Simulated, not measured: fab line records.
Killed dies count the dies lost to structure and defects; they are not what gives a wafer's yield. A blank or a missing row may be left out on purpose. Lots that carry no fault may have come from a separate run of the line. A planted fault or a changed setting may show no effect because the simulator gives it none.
Split-lot study || flow sky130 || on a route of 708 steps: 5 lots, 23 wafers read

## ABOUT THE SPLIT
At SKY_VT_ADJUST_LVTN_IMPLANT_08, the setting energyKev was moved away from the recipe's 30 on 6 of the 23 wafers read, by +2.1% to +5.6%. This setting was run at the recipe's value on the other wafers.

The split's own step is where the reading is taken.

## THE READING
In nm, at SKY_VT_ADJUST_LVTN_IMPLANT_08: implant.drpNm, which is the simulator's own figure and was read by no gauge. The file does not state a usual value for it.

{"wafer": "L076.2", "tool, chamber at the split": "implanter-03, 0", "energyKev as run": 30, "against the recipe": "recipe", "implant.drpNm, nm": 42.97, "against lot-mates on the recipe": "-"}
{"wafer": "L076.4", "tool, chamber at the split": "implanter-03, 0", "energyKev as run": 30, "against the recipe": "recipe", "implant.drpNm, nm": 42.97, "against lot-mates on the recipe": "-"}
{"wafer": "L076.5", "tool, chamber at the split": "implanter-03, 0", "energyKev as run": 30, "against the recipe": "recipe", "implant.drpNm, nm": 42.97, "against lot-mates on the recipe": "-"}
{"wafer": "L076.3", "tool, chamber at the split": "implanter-03, 0", "energyKev as run": 31.16, "against the recipe": "+3.9%", "implant.drpNm, nm": 44.17, "against lot-mates on the recipe": "+1.20"}
{"wafer": "L076.6", "tool, chamber at the split": "implanter-03, 0", "energyKev as run": 31.16, "against the recipe": "+3.9%", "implant.drpNm, nm": 44.17, "against lot-mates on the recipe": "+1.20"}
{"wafer": "L079.1", "tool, chamber at the split": "implanter-03, 0", "energyKev as run": 30.64, "against the recipe": "+2.1%", "implant.drpNm, nm": 43.65, "against lot-mates on the recipe": "+0.68"}
{"wafer": "L079.5", "tool, chamber at the split": "implanter-03, 0", "energyKev as run": 30.64, "against the recipe": "+2.1%", "implant.drpNm, nm": 43.65, "against lot-mates on the recipe": "+0.68"}
{"wafer": "L079.2", "tool, chamber at the split": "implanter-03, 0", "energyKev as run": 30, "against the recipe": "recipe", "implant.drpNm, nm": 42.97, "against lot-mates on the recipe": "-"}
{"wafer": "L079.3", "tool, chamber at the split": "implanter-03, 0", "energyKev as run": 30, "against the recipe": "recipe", "implant.drpNm, nm": 42.97, "against lot-mates on the recipe": "-"}
{"wafer": "L079.4", "tool, chamber at the split": "implanter-03, 0", "energyKev as run": 30, "against the recipe": "recipe", "implant.drpNm, nm": 42.97, "against lot-mates on the recipe": "-"}
{"wafer": "L080.1", "tool, chamber at the split": "implanter-03, 0", "energyKev as run": 30, "against the recipe": "recipe", "implant.drpNm, nm": 42.97, "against lot-mates on the recipe": "-"}
{"wafer": "L080.3", "tool, chamber at the split": "implanter-03, 0", "energyKev as run": 30, "against the recipe": "recipe", "implant.drpNm, nm": 42.97, "against lot-mates on the recipe": "-"}
{"wafer": "L080.4", "tool, chamber at the split": "implanter-03, 0", "energyKev as run": 30, "against the recipe": "recipe", "implant.drpNm, nm": 42.97, "against lot-mates on the recipe": "-"}
{"wafer": "L080.5", "tool, chamber at the split": "implanter-03, 0", "energyKev as run": 31.67, "against the recipe": "+5.6%", "implant.drpNm, nm": 44.66, "against lot-mates on the recipe": "+1.69"}
{"wafer": "L080.6", "tool, chamber at the split": "implanter-03, 0", "energyKev as run": 31.67, "against the recipe": "+5.6%", "implant.drpNm, nm": 44.66, "against lot-mates on the recipe": "+1.69"}
{"wafer": "L081.1", "tool, chamber at the split": "implanter-01, 0", "energyKev as run": 30, "against the recipe": "recipe", "implant.drpNm, nm": 42.97, "against lot-mates on the recipe": "-"}
{"wafer": "L081.2", "tool, chamber at the split": "implanter-01, 0", "energyKev as run": 30, "against the recipe": "recipe", "implant.drpNm, nm": 42.97, "against lot-mates on the recipe": "-"}
{"wafer": "L081.6", "tool, chamber at the split": "implanter-01, 0", "energyKev as run": 30, "against the recipe": "recipe", "implant.drpNm, nm": 42.97, "against lot-mates on the recipe": "-"}
{"wafer": "L085.1", "tool, chamber at the split": "implanter-03, 0", "energyKev as run": 30, "against the recipe": "recipe", "implant.drpNm, nm": 42.97, "against lot-mates on the recipe": "-"}
{"wafer": "L085.2", "tool, chamber at the split": "implanter-03, 0", "energyKev as run": 30, "against the recipe": "recipe", "implant.drpNm, nm": 42.97, "against lot-mates on the recipe": "-"}
{"wafer": "L085.4", "tool, chamber at the split": "implanter-03, 0", "energyKev as run": 30, "against the recipe": "recipe", "implant.drpNm, nm": 42.97, "against lot-mates on the recipe": "-"}
{"wafer": "L085.5", "tool, chamber at the split": "implanter-03, 0", "energyKev as run": 30, "against the recipe": "recipe", "implant.drpNm, nm": 42.97, "against lot-mates on the recipe": "-"}
{"wafer": "L085.6", "tool, chamber at the split": "implanter-03, 0", "energyKev as run": 30, "against the recipe": "recipe", "implant.drpNm, nm": 42.97, "against lot-mates on the recipe": "-"}

FIT RESULTS
A straight line over all 23 wafers: implant.drpNm changes by +0.306 nm for each +1% of energyKev; r = +1.00; the points scatter about the line by 0.01 nm.
The same after taking each lot's own level away (the mean of its wafers on the recipe; 23 wafers): +0.306 nm for each +1%; r = +1.00; scatter 0.01 nm.
On that fit, the largest move of energyKev shifts the reading by 1.7 nm.
The lots' own levels span 42.970 to 42.970 nm.
Hence the lot-to-lot level has little effect on the slope; both slopes agree.
Check: with one of the wafers moved furthest among these (+5.6%) left out of the fit, the line predicts +1.72 nm for it against its lot-mates. Against them it came out at +1.69 nm.

## ADDITIONAL SPLITS CARRIED BY THESE WAFERS
Other splits were also applied to these wafers ahead of the reading. Each is held against what the fit with the lots' levels taken away leaves over:
{"other split on the same wafers": "SKY_FIELD_ISO_EXPOSE_10 doseMj", "wafers away from the commonest value": 7, "r with implant.drpNm (lot level and that fit taken away)": -0.63}
{"other split on the same wafers": "SKY_FIELD_ISO_ETCH_17 timeS", "wafers away from the commonest value": 9, "r with implant.drpNm (lot level and that fit taken away)": -0.14}
{"other split on the same wafers": "SKY_DNWELL_EXPOSE_04 doseMj", "wafers away from the commonest value": 9, "r with implant.drpNm (lot level and that fit taken away)": "+0.25"}
{"other split on the same wafers": "SKY_PWDE_SOFTBAKE_03 tempC", "wafers away from the commonest value": 9, "r with implant.drpNm (lot level and that fit taken away)": -0.25}
{"other split on the same wafers": "SKY_NWELL_IMPLANT_24 energyKev", "wafers away from the commonest value": 8, "r with implant.drpNm (lot level and that fit taken away)": -0.30}
{"other split on the same wafers": "SKY_VT_ADJUST_HVTP_COAT_02 spinRpm", "wafers away from the commonest value": 8, "r with implant.drpNm (lot level and that fit taken away)": "+0.39"}
{"other split on the same wafers": "SKY_VT_ADJUST_HVTP_EXPOSE_04 doseMj", "wafers away from the commonest value": 5, "r with implant.drpNm (lot level and that fit taken away)": "+0.04"}

## THE WHOLE CHAIN: every reading that the file lists as answering this split, in the file's order
{"step": "SKY_VT_ADJUST_LVTN_IMPLANT_08", "what it does": "", "reading": "implant.rpNm (the simulator's own value, which no gauge read)", "change (the file's fit)": "+0.972 nm for each +1% of the setting", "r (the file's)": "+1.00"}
{"step": "SKY_VT_ADJUST_LVTN_IMPLANT_08", "what it does": "", "reading": "implant.drpNm (the simulator's own value, which no gauge read)", "change (the file's fit)": "+0.307 nm for each +1% of the setting", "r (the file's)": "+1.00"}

## FILE'S OWN FIT
implant.drpNm changes by +0.307 nm for each +1% of energyKev, r = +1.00.
